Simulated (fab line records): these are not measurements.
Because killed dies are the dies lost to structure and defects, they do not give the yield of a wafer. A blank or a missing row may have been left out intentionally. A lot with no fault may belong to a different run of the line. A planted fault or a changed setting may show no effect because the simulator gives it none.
fab line records / flow sky130 / part 2 of 2: steps 27 to 36 of 36
[record] lots = 5 wafers = 15 lastDay = 50
route steps=708 shown RES_XHIGH@340 SD_N@342 SD_P@359 SALICIDE@361 LI_CONTACT@362
lots with no fault: from the same line, run without faults
startH: hours from the record's first day to the start of the lot's first wafer shown / waitH: how many hours have passed since the lot's step before this one / " identical to the entry in the row above / L1.1+2: a single row standing in for several wafers / - no value, or no start was given / * or withheld: withheld / < > ~ a bound
route shown NAME@n: names a module that has steps shown in the file, with the first one's number in the route / usual: mean and standard deviation over wafers with no fault / same: alike in all rows / chamber/n: place in a boat / sites: each site's reading / _std_site: the standard deviation of these / _edge_site: inner sites' mean taken away from outer sites' mean / radiusMm: how far each site lies from the wafer's centre / mask NAME#n: copy n / behind: the tool/chamber that last shaped the wafer / hold: reason for holding the lot/hours on hold/outcome of the hold / device: names the non-switching transistor (n, p or np) / end of line: the same wafers' tests at the end of the route / step lacking rows: just its recipe / killed: at the first sort, the dies lost to defects and structure; wafer yield is something else / map: a wafer's dies, x killed, . not, _ none there
set.NAME: the setting the step ran with; set.NAME@STEP: the setting that earlier step ran with / model.NAME: the simulator's own value behind a step, which no gauge read
lots at some steps of the route; a table a step, a row a wafer
services: the hour from which a tool's chamber was out of use, counted from the record's first day as startH (under 0 if before that day), plus the number of hours and why
[[steps]]
[step SKY_LI_CONTACT_HMDS_05]
[recipe] primeTimeS = 60 primeTempC = 120
[usual] resistLineTempC = 23.01/0.11
[same] primeTimeS = 60
lot.wafer=L076.3 tool=lithoTrack-04 chamber=0 startH=678.64 waitH=0.1 resistLineTempC=22.92
lot.wafer=L076.4 tool=lithoTrack-04 chamber=0 startH=678.64 waitH=0.1 resistLineTempC=23.06
lot.wafer=L076.6 tool=lithoTrack-04 chamber=0 startH=678.64 waitH=0.1 resistLineTempC=22.97
lot.wafer=L078.3 tool=lithoTrack-02 chamber=0 startH=701.98 waitH=0.1 resistLineTempC=23.11
lot.wafer=L078.4 tool=lithoTrack-02 chamber=0 startH=701.98 waitH=0.1 resistLineTempC=23.28
lot.wafer=L078.6 tool=lithoTrack-02 chamber=0 startH=701.98 waitH=0.1 resistLineTempC=23.08
lot.wafer=L085.2 tool=lithoTrack-04 chamber=0 startH=752.96 waitH=0.1 resistLineTempC=23.10
lot.wafer=L085.3 tool=lithoTrack-04 chamber=0 startH=752.96 waitH=0.1 resistLineTempC=23.04
lot.wafer=L085.4 tool=lithoTrack-04 chamber=0 startH=752.96 waitH=0.1 resistLineTempC=23.10
lot.wafer=L087.1 tool=lithoTrack-04 chamber=0 startH=771.29 waitH=0.1 resistLineTempC=23.07
lot.wafer=L087.3 tool=lithoTrack-04 chamber=0 startH=771.29 waitH=0.1 resistLineTempC=22.94
lot.wafer=L087.5 tool=lithoTrack-04 chamber=0 startH=771.29 waitH=0.1 resistLineTempC=22.96
lot.wafer=L096.2 tool=lithoTrack-02 chamber=0 startH=835.90 waitH=0.1 resistLineTempC=23.08
lot.wafer=L096.5 tool=lithoTrack-02 chamber=0 startH=835.90 waitH=0.1 resistLineTempC=22.88
lot.wafer=L096.6 tool=lithoTrack-02 chamber=0 startH=835.90 waitH=0.1 resistLineTempC=22.92
[step SKY_LI_CONTACT_COAT_06]
[recipe] resist = BARC tempC = withheld timeS = withheld spinRpm = 3000 resistThkNm = 60
[usual] resistLineTempC = *
lot.wafer=L076.3 tool=lithoTrack-04 chamber=0 startH=678.79 waitH=0.1 resistLineTempC=*
lot.wafer=L076.4 tool=lithoTrack-04 chamber=0 startH=678.79 waitH=0.1 resistLineTempC=*
lot.wafer=L076.6 tool=lithoTrack-04 chamber=0 startH=678.79 waitH=0.1 resistLineTempC=*
lot.wafer=L078.3 tool=lithoTrack-02 chamber=0 startH=702.13 waitH=0.1 resistLineTempC=*
lot.wafer=L078.4 tool=lithoTrack-02 chamber=0 startH=702.13 waitH=0.1 resistLineTempC=*
lot.wafer=L078.6 tool=lithoTrack-02 chamber=0 startH=702.13 waitH=0.1 resistLineTempC=*
lot.wafer=L085.2 tool=lithoTrack-04 chamber=0 startH=753.11 waitH=0.1 resistLineTempC=*
lot.wafer=L085.3 tool=lithoTrack-04 chamber=0 startH=753.11 waitH=0.1 resistLineTempC=*
lot.wafer=L085.4 tool=lithoTrack-04 chamber=0 startH=753.11 waitH=0.1 resistLineTempC=*
lot.wafer=L087.1 tool=lithoTrack-04 chamber=0 startH=771.44 waitH=0.1 resistLineTempC=*
lot.wafer=L087.3 tool=lithoTrack-04 chamber=0 startH=771.44 waitH=0.1 resistLineTempC=*
lot.wafer=L087.5 tool=lithoTrack-04 chamber=0 startH=771.44 waitH=0.1 resistLineTempC=*
lot.wafer=L096.2 tool=lithoTrack-02 chamber=0 startH=836.05 waitH=0.1 resistLineTempC=*
lot.wafer=L096.5 tool=lithoTrack-02 chamber=0 startH=836.05 waitH=0.1 resistLineTempC=*
lot.wafer=L096.6 tool=lithoTrack-02 chamber=0 startH=836.05 waitH=0.1 resistLineTempC=*
[step SKY_LI_CONTACT_COAT_07]
[recipe] resist = KrF-thick spinRpm = 3000 resistThkNm = 450
[usual] resistLineTempC = 22.99/0.11
lot.wafer=L076.3 tool=lithoTrack-04 chamber=0 startH=- waitH=- resistLineTempC=22.95
lot.wafer=L076.4 tool=lithoTrack-04 chamber=0 startH=- waitH=- resistLineTempC=23.07
lot.wafer=L076.6 tool=lithoTrack-04 chamber=0 startH=- waitH=- resistLineTempC=22.98
lot.wafer=L078.3 tool=lithoTrack-02 chamber=0 startH=- waitH=- resistLineTempC=23.17
lot.wafer=L078.4 tool=lithoTrack-02 chamber=0 startH=- waitH=- resistLineTempC=23.07
lot.wafer=L078.6 tool=lithoTrack-02 chamber=0 startH=- waitH=- resistLineTempC=23.08
lot.wafer=L085.2 tool=lithoTrack-04 chamber=0 startH=- waitH=- resistLineTempC=22.96
lot.wafer=L085.3 tool=lithoTrack-04 chamber=0 startH=- waitH=- resistLineTempC=22.80
lot.wafer=L085.4 tool=lithoTrack-04 chamber=0 startH=- waitH=- resistLineTempC=22.82
lot.wafer=L087.1 tool=lithoTrack-04 chamber=0 startH=- waitH=- resistLineTempC=23.12
lot.wafer=L087.3 tool=lithoTrack-04 chamber=0 startH=- waitH=- resistLineTempC=22.93
lot.wafer=L087.5 tool=lithoTrack-04 chamber=0 startH=- waitH=- resistLineTempC=22.90
lot.wafer=L096.2 tool=lithoTrack-02 chamber=0 startH=- waitH=- resistLineTempC=22.89
lot.wafer=L096.5 tool=lithoTrack-02 chamber=0 startH=- waitH=- resistLineTempC=22.89
lot.wafer=L096.6 tool=lithoTrack-02 chamber=0 startH=- waitH=- resistLineTempC=22.92
[step SKY_LI_CONTACT_SOFTBAKE_08]
[recipe] tempC = 100 timeS = 90 resist = KrF-thick
[usual] resistLineTempC = 22.98/0.1
[same] timeS = 90
lot.wafer=L076.3 tool=lithoTrack-04 chamber=0 startH=- waitH=- resistLineTempC=23.06
lot.wafer=L076.4 tool=lithoTrack-04 chamber=0 startH=- waitH=- resistLineTempC=22.98
lot.wafer=L076.6 tool=lithoTrack-04 chamber=0 startH=- waitH=- resistLineTempC=22.93
lot.wafer=L078.3 tool=lithoTrack-02 chamber=0 startH=- waitH=- resistLineTempC=23.06
lot.wafer=L078.4 tool=lithoTrack-02 chamber=0 startH=- waitH=- resistLineTempC=23.00
lot.wafer=L078.6 tool=lithoTrack-02 chamber=0 startH=- waitH=- resistLineTempC=23.05
lot.wafer=L085.2 tool=lithoTrack-04 chamber=0 startH=- waitH=- resistLineTempC=22.86
lot.wafer=L085.3 tool=lithoTrack-04 chamber=0 startH=- waitH=- resistLineTempC=22.90
lot.wafer=L085.4 tool=lithoTrack-04 chamber=0 startH=- waitH=- resistLineTempC=22.73
lot.wafer=L087.1 tool=lithoTrack-04 chamber=0 startH=- waitH=- resistLineTempC=23.17
lot.wafer=L087.3 tool=lithoTrack-04 chamber=0 startH=- waitH=- resistLineTempC=23.05
lot.wafer=L087.5 tool=lithoTrack-04 chamber=0 startH=- waitH=- resistLineTempC=23.09
lot.wafer=L096.2 tool=lithoTrack-02 chamber=0 startH=- waitH=- resistLineTempC=22.98
lot.wafer=L096.5 tool=lithoTrack-02 chamber=0 startH=- waitH=- resistLineTempC=22.97
lot.wafer=L096.6 tool=lithoTrack-02 chamber=0 startH=- waitH=- resistLineTempC=23.05
[step SKY_LI_CONTACT_EXPOSE_09]
[recipe] maskId = LICM1 na = 0.8 sourceShape = annular sigmaInner = 0.55 sigmaOuter = 0.85 targetCdNm = 170 doseMj = 38
[same] sigmaOuter = 0.85
lot.wafer=L076.3+4+6 tool=krfScanner-01 chamber=0 startH=- waitH=- mask=LICM1#0
lot.wafer=L078.3+4+6 tool=krfScanner-01 chamber=0 startH=- waitH=- mask=LICM1#0
lot.wafer=L085.2+3+4 tool=krfScanner-02 chamber=0 startH=- waitH=- mask=LICM1#0
lot.wafer=L087.1+3+5 tool=krfScanner-01 chamber=0 startH=- waitH=- mask=LICM1#0
lot.wafer=L096.2+5+6 tool=krfScanner-01 chamber=0 startH=- waitH=- mask=LICM1#0
[step SKY_LI_CONTACT_PEB_10]
[recipe] pebTempC = withheld pebTimeS = withheld resist = KrF-thick
[usual] resistLineTempC = *
lot.wafer=L076.3 tool=lithoTrack-02 chamber=0 startH=- waitH=- resistLineTempC=*
lot.wafer=L076.4 tool=lithoTrack-02 chamber=0 startH=- waitH=- resistLineTempC=*
lot.wafer=L076.6 tool=lithoTrack-02 chamber=0 startH=- waitH=- resistLineTempC=*
lot.wafer=L078.3 tool=lithoTrack-02 chamber=0 startH=- waitH=- resistLineTempC=*
lot.wafer=L078.4 tool=lithoTrack-02 chamber=0 startH=- waitH=- resistLineTempC=*
lot.wafer=L078.6 tool=lithoTrack-02 chamber=0 startH=- waitH=- resistLineTempC=*
lot.wafer=L085.2 tool=lithoTrack-03 chamber=0 startH=- waitH=- resistLineTempC=*
lot.wafer=L085.3 tool=lithoTrack-03 chamber=0 startH=- waitH=- resistLineTempC=*
lot.wafer=L085.4 tool=lithoTrack-03 chamber=0 startH=- waitH=- resistLineTempC=*
lot.wafer=L087.1 tool=lithoTrack-04 chamber=0 startH=- waitH=- resistLineTempC=*
lot.wafer=L087.3 tool=lithoTrack-04 chamber=0 startH=- waitH=- resistLineTempC=*
lot.wafer=L087.5 tool=lithoTrack-04 chamber=0 startH=- waitH=- resistLineTempC=*
lot.wafer=L096.2 tool=lithoTrack-03 chamber=0 startH=- waitH=- resistLineTempC=*
lot.wafer=L096.5 tool=lithoTrack-03 chamber=0 startH=- waitH=- resistLineTempC=*
lot.wafer=L096.6 tool=lithoTrack-03 chamber=0 startH=- waitH=- resistLineTempC=*
[step SKY_LI_CONTACT_DEVELOP_11]
[recipe] developTimeS = 60 resist = KrF-thick devTempC = 21
[usual] resistLineTempC = 23.01/0.1
lot.wafer=L076.3 tool=lithoTrack-02 chamber=0 startH=- waitH=- resistLineTempC=23.08
lot.wafer=L076.4 tool=lithoTrack-02 chamber=0 startH=- waitH=- resistLineTempC=23.12
lot.wafer=L076.6 tool=lithoTrack-02 chamber=0 startH=- waitH=- resistLineTempC=22.99
lot.wafer=L078.3 tool=lithoTrack-02 chamber=0 startH=- waitH=- resistLineTempC=22.83
lot.wafer=L078.4 tool=lithoTrack-02 chamber=0 startH=- waitH=- resistLineTempC=22.95
lot.wafer=L078.6 tool=lithoTrack-02 chamber=0 startH=- waitH=- resistLineTempC=23.04
lot.wafer=L085.2 tool=lithoTrack-03 chamber=0 startH=- waitH=- resistLineTempC=23.04
lot.wafer=L085.3 tool=lithoTrack-03 chamber=0 startH=- waitH=- resistLineTempC=23.02
lot.wafer=L085.4 tool=lithoTrack-03 chamber=0 startH=- waitH=- resistLineTempC=22.93
lot.wafer=L087.1 tool=lithoTrack-04 chamber=0 startH=- waitH=- resistLineTempC=23.14
lot.wafer=L087.3 tool=lithoTrack-04 chamber=0 startH=- waitH=- resistLineTempC=23.02
lot.wafer=L087.5 tool=lithoTrack-04 chamber=0 startH=- waitH=- resistLineTempC=23.06
lot.wafer=L096.2 tool=lithoTrack-03 chamber=0 startH=- waitH=- resistLineTempC=23.00
lot.wafer=L096.5 tool=lithoTrack-03 chamber=0 startH=- waitH=- resistLineTempC=23.09
lot.wafer=L096.6 tool=lithoTrack-03 chamber=0 startH=- waitH=- resistLineTempC=22.97
[step SKY_LI_CONTACT_CD_MEAS_12]
[recipe] targetCdNm = 170
[usual] cdNm = 169.7/1.6
lot.wafer=L076.3 tool=cdSem-02 chamber=- startH=692.57 waitH=- cdNm=173.2
lot.wafer=L076.4 tool=cdSem-02 chamber=- startH=692.57 waitH=- cdNm=173.5
lot.wafer=L076.6 tool=cdSem-02 chamber=- startH=692.57 waitH=- cdNm=173.6
lot.wafer=L078.3 tool=cdSem-02 chamber=- startH=716.57 waitH=- cdNm=167.3
lot.wafer=L078.4 tool=cdSem-02 chamber=- startH=716.57 waitH=- cdNm=166.3
lot.wafer=L078.6 tool=cdSem-02 chamber=- startH=716.57 waitH=- cdNm=166.6
lot.wafer=L085.2 tool=cdSem-02 chamber=- startH=767.24 waitH=- cdNm=172.0
lot.wafer=L085.3 tool=cdSem-02 chamber=- startH=767.24 waitH=- cdNm=172.5
lot.wafer=L085.4 tool=cdSem-02 chamber=- startH=767.24 waitH=- cdNm=170.8
lot.wafer=L087.1 tool=cdSem-02 chamber=- startH=784.84 waitH=- cdNm=171.2
lot.wafer=L087.3 tool=cdSem-02 chamber=- startH=784.84 waitH=- cdNm=170.2
lot.wafer=L087.5 tool=cdSem-02 chamber=- startH=784.84 waitH=- cdNm=171.5
lot.wafer=L096.2 tool=cdSem-01 chamber=- startH=848.29 waitH=- cdNm=170.9
lot.wafer=L096.5 tool=cdSem-01 chamber=- startH=848.29 waitH=- cdNm=170.9
lot.wafer=L096.6 tool=cdSem-01 chamber=- startH=848.29 waitH=- cdNm=171.6
[step SKY_LI_CONTACT_OVL_MEAS_13]
[usual] LI_CONTACT_OVL = -4/6.2
lot.wafer=L076.3 tool=overlay-01 chamber=- startH=692.66 waitH=0.1 LI_CONTACT_OVL[nm]=-12
lot.wafer=L076.4 tool=overlay-01 chamber=- startH=692.66 waitH=0.1 LI_CONTACT_OVL[nm]=-6
lot.wafer=L076.6 tool=overlay-01 chamber=- startH=692.66 waitH=0.1 LI_CONTACT_OVL[nm]=-6
lot.wafer=L078.3 tool=overlay-02 chamber=- startH=716.66 waitH=0.1 LI_CONTACT_OVL[nm]=-3
lot.wafer=L078.4 tool=overlay-02 chamber=- startH=716.66 waitH=0.1 LI_CONTACT_OVL[nm]=-15
lot.wafer=L078.6 tool=overlay-02 chamber=- startH=716.66 waitH=0.1 LI_CONTACT_OVL[nm]=-11
lot.wafer=L085.2 tool=overlay-01 chamber=- startH=767.35 waitH=0.1 LI_CONTACT_OVL[nm]=-1
lot.wafer=L085.3 tool=overlay-01 chamber=- startH=767.35 waitH=0.1 LI_CONTACT_OVL[nm]=0
lot.wafer=L085.4 tool=overlay-01 chamber=- startH=767.35 waitH=0.1 LI_CONTACT_OVL[nm]=3
lot.wafer=L087.1 tool=overlay-02 chamber=- startH=784.96 waitH=0.1 LI_CONTACT_OVL[nm]=-5
lot.wafer=L087.3 tool=overlay-02 chamber=- startH=784.96 waitH=0.1 LI_CONTACT_OVL[nm]=-11
lot.wafer=L087.5 tool=overlay-02 chamber=- startH=784.96 waitH=0.1 LI_CONTACT_OVL[nm]=-15
lot.wafer=L096.2 tool=overlay-01 chamber=- startH=848.40 waitH=0.1 LI_CONTACT_OVL[nm]=-3
lot.wafer=L096.5 tool=overlay-01 chamber=- startH=848.40 waitH=0.1 LI_CONTACT_OVL[nm]=4
lot.wafer=L096.6 tool=overlay-01 chamber=- startH=848.40 waitH=0.1 LI_CONTACT_OVL[nm]=-3
[step SKY_LI_CONTACT_ETCH_14]
[recipe] chemistry = N2/H2 target = BARC ionEnergyEv = 200 sourceW = 500 biasW = 100 pressureMtorr = 30 n2FlowSccm = 100 h2FlowSccm = 200 stopOn = SiO2 timeS = 45.9 targetDepthA = 600
[usual] biasW = 99.97/0.3 drypumpMotorCurrentA = 5.62/0.26 oesProductAu = 0.856/0.0045 throttleValvePct = 13.224/0.008
[same] timeS = 45.9
lot.wafer=L076.3 tool=rieDiel-03 chamber=2 startH=692.68 waitH=0.0 biasW=100.30 drypumpMotorCurrentA=5.52 oesProductAu=0.855 rfHoursCounterH=6 throttleValvePct=13.223
lot.wafer=L076.4 tool=rieDiel-03 chamber=1 startH=692.68 waitH=0.0 biasW=99.89 drypumpMotorCurrentA=5.38 oesProductAu=0.855 rfHoursCounterH=11 throttleValvePct=13.215
lot.wafer=L076.6 tool=rieDiel-03 chamber=2 startH=692.68 waitH=0.0 biasW=100.01 drypumpMotorCurrentA=5.51 oesProductAu=0.853 rfHoursCounterH=- throttleValvePct=13.223
lot.wafer=L078.3 tool=rieDiel-01 chamber=0 startH=716.68 waitH=0.0 biasW=99.83 drypumpMotorCurrentA=5.94 oesProductAu=0.859 rfHoursCounterH=25 throttleValvePct=13.231
lot.wafer=L078.4 tool=rieDiel-01 chamber=2 startH=716.68 waitH=0.0 biasW=99.63 drypumpMotorCurrentA=5.66 oesProductAu=0.859 rfHoursCounterH=2 throttleValvePct=13.210
lot.wafer=L078.6 tool=rieDiel-01 chamber=0 startH=716.68 waitH=0.0 biasW=100.18 drypumpMotorCurrentA=5.97 oesProductAu=0.850 rfHoursCounterH=- throttleValvePct=13.227
lot.wafer=L085.2 tool=rieDiel-01 chamber=3 startH=767.38 waitH=0.0 biasW=100.26 drypumpMotorCurrentA=5.42 oesProductAu=0.855 rfHoursCounterH=3 throttleValvePct=13.217
lot.wafer=L085.3 tool=rieDiel-01 chamber=1 startH=767.38 waitH=0.0 biasW=99.92 drypumpMotorCurrentA=5.72 oesProductAu=0.863 rfHoursCounterH=23 throttleValvePct=13.217
lot.wafer=L085.4 tool=rieDiel-01 chamber=2 startH=767.38 waitH=0.0 biasW=100.42 drypumpMotorCurrentA=5.67 oesProductAu=0.858 rfHoursCounterH=- throttleValvePct=13.226
lot.wafer=L087.1 tool=rieDiel-01 chamber=2 startH=784.99 waitH=0.0 biasW=99.66 drypumpMotorCurrentA=5.64 oesProductAu=0.849 rfHoursCounterH=3 throttleValvePct=13.233
lot.wafer=L087.3 tool=rieDiel-01 chamber=1 startH=784.99 waitH=0.0 biasW=100.35 drypumpMotorCurrentA=5.75 oesProductAu=0.862 rfHoursCounterH=23 throttleValvePct=13.236
lot.wafer=L087.5 tool=rieDiel-01 chamber=2 startH=784.99 waitH=0.0 biasW=99.75 drypumpMotorCurrentA=5.66 oesProductAu=0.857 rfHoursCounterH=- throttleValvePct=13.229
lot.wafer=L096.2 tool=rieDiel-03 chamber=0 startH=848.43 waitH=0.0 biasW=99.82 drypumpMotorCurrentA=5.74 oesProductAu=0.855 rfHoursCounterH=13 throttleValvePct=13.230
lot.wafer=L096.5 tool=rieDiel-03 chamber=1 startH=848.43 waitH=0.0 biasW=99.90 drypumpMotorCurrentA=5.36 oesProductAu=0.858 rfHoursCounterH=- throttleValvePct=13.234
lot.wafer=L096.6 tool=rieDiel-03 chamber=2 startH=848.43 waitH=0.0 biasW=99.72 drypumpMotorCurrentA=5.51 oesProductAu=0.855 rfHoursCounterH=- throttleValvePct=13.221
[[services]]
tool=plasmaAsher-04 chamber=- startH=616.86 hours=3.0 kind=repair
tool=cmp-01 chamber=- startH=616.98 hours=0.9 kind=repair
tool=rieDiel-01 chamber=0 startH=628.40 hours=5.2 kind=repair
tool=krfScanner-01 chamber=- startH=638.13 hours=0.6 kind=repair
tool=rieDiel-01 chamber=3 startH=640.50 hours=3.9 kind=repair
tool=hdpcvd-02 chamber=- startH=650.75 hours=15.0 kind=pm
tool=krfScanner-01 chamber=- startH=651.62 hours=1.4 kind=repair
tool=rieDiel-01 chamber=2 startH=656.19 hours=2.5 kind=repair
tool=cmp-01 chamber=- startH=659.68 hours=0.3 kind=repair
tool=hdpcvd-02 chamber=2 startH=671.38 hours=11.7 kind=repair
tool=krfScanner-01 chamber=- startH=679.51 hours=1.0 kind=pm
tool=ilineStepper-02 chamber=- startH=685.63 hours=2.1 kind=pm
tool=implanter-03 chamber=- startH=717.34 hours=2.8 kind=pm
tool=krfScanner-01 chamber=- startH=723.26 hours=3.6 kind=pm
tool=krfScanner-01 chamber=- startH=726.81 hours=4.4 kind=pm
tool=krfScanner-01 chamber=- startH=731.19 hours=1.3 kind=pm
tool=krfScanner-01 chamber=- startH=742.79 hours=0.8 kind=pm
tool=plasmaAsher-04 chamber=- startH=764.56 hours=15.6 kind=pm
tool=krfScanner-01 chamber=- startH=769.47 hours=0.6 kind=repair
tool=implanter-01 chamber=- startH=795.01 hours=4.0 kind=pm
tool=krfScanner-01 chamber=- startH=795.45 hours=4.6 kind=repair
tool=krfScanner-01 chamber=- startH=806.01 hours=4.0 kind=pm
tool=implanter-01 chamber=- startH=826.04 hours=6.2 kind=pm
tool=wetBench-04 chamber=- startH=836.55 hours=1.9 kind=pm
